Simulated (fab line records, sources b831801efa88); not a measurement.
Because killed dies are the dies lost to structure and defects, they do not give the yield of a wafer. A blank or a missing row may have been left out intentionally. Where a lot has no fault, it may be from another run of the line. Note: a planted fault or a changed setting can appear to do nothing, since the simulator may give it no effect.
2 desks, one fault -- flow gf180mcu -- every desk sees just its own numbers, and what lay behind them comes last

## TOOL OWNER'S DESK, pvd_sputter-03
The tool's own readings at GF_M3_SPUTTER_02 (material AlCu, target thk 450 nm, time 23.9 s): means of the sampled wafers that have a number, for each lot that ran on this tool. If a lot's mean is further than 4 standard deviations from the usual mean, the lot is out of limits and carries the mark OUT (the distance appears in the brackets).
Columns: A = throttle_valve_pct at GF_M3_SPUTTER_02, usual 29.5 %
lot,first seen here,A
L770,day 20 09:05,29.3
L773,day 21 20:11,29.4
L775,day 22 15:56,29.4
L787,day 26 16:14,29.1
L791,day 27 22:16,29.2
L792,day 28 02:40,29.4
Finding of this desk: none of the 6 lots has anything out of limits.

## FROM THE METROLOGY DESK
What the gauges read, lot by lot, whatever tool the lot ran on: means of the sampled wafers that have a number. If a lot's mean is further than 4 standard deviations from the usual mean, the lot is out of limits and carries the mark OUT (the distance appears in the brackets).
Columns: A = V2_CVD_02_THK at GF_V2_THK_MEAS_03, usual 849 nm; B = cd_nm at GF_V2_CD_MEAS_14, usual 259.7 nm; C = M3_ALCU_RS at GF_M3_RS_MEAS_05, usual 0.0699 ohm/sq; D = M3_ALCU_THK at GF_M3_THK_MEAS_06, usual 451 nm
lot,first seen here,A,B,C,D
L769,day 19 00:44,854,258.3,0.0693,455
L770,day 19 06:58,851,258.9,0.0705,447
L773,day 20 18:16,863,257.6,0.0716,442
L775,day 21 14:12,851,258.8,0.0753 (+5.8) OUT,421 (-4.8) OUT
L783,day 24 17:17,844,258.6,0.0691,457
L784,day 24 21:54,827,260.6,0.0698,453
L785,day 25 02:16,848,260.8,0.0695,453
L786,day 25 07:36,855,261.6,0.0694,454
L787,day 25 17:56,866,259.9,0.0704,448
L789,day 26 06:52,858,259.4,0.0692,458
L791,day 26 23:57,852,260.4,0.0690,457
L792,day 27 04:30,856,259.7,0.0705,445
This desk reports L775 out of limits; the earliest was L775 at day 22 16:04 (M3_ALCU_RS at GF_M3_RS_MEAS_05). L769, L770, L773, L783, L784, L785, L786, L787, L789, L791, L792 stayed within limits.

## ALL TOGETHER
The metrology desk could have raised an alarm at day 22 16:04, on L775.
The desk of the tool owner found nothing out of limits.
Tool owner's desk: L775 on record, inside its limits.
All the named lots went through GF_M3_SPUTTER_02 on pvd_sputter-03.

## WHAT WAS PUT IN BY THE SIMULATOR
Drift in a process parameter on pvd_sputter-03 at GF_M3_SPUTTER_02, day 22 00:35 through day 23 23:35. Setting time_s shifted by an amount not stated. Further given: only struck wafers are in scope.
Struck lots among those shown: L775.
Hours from the fault's start to each desk's first reading out of limits: the metrology desk, 15.
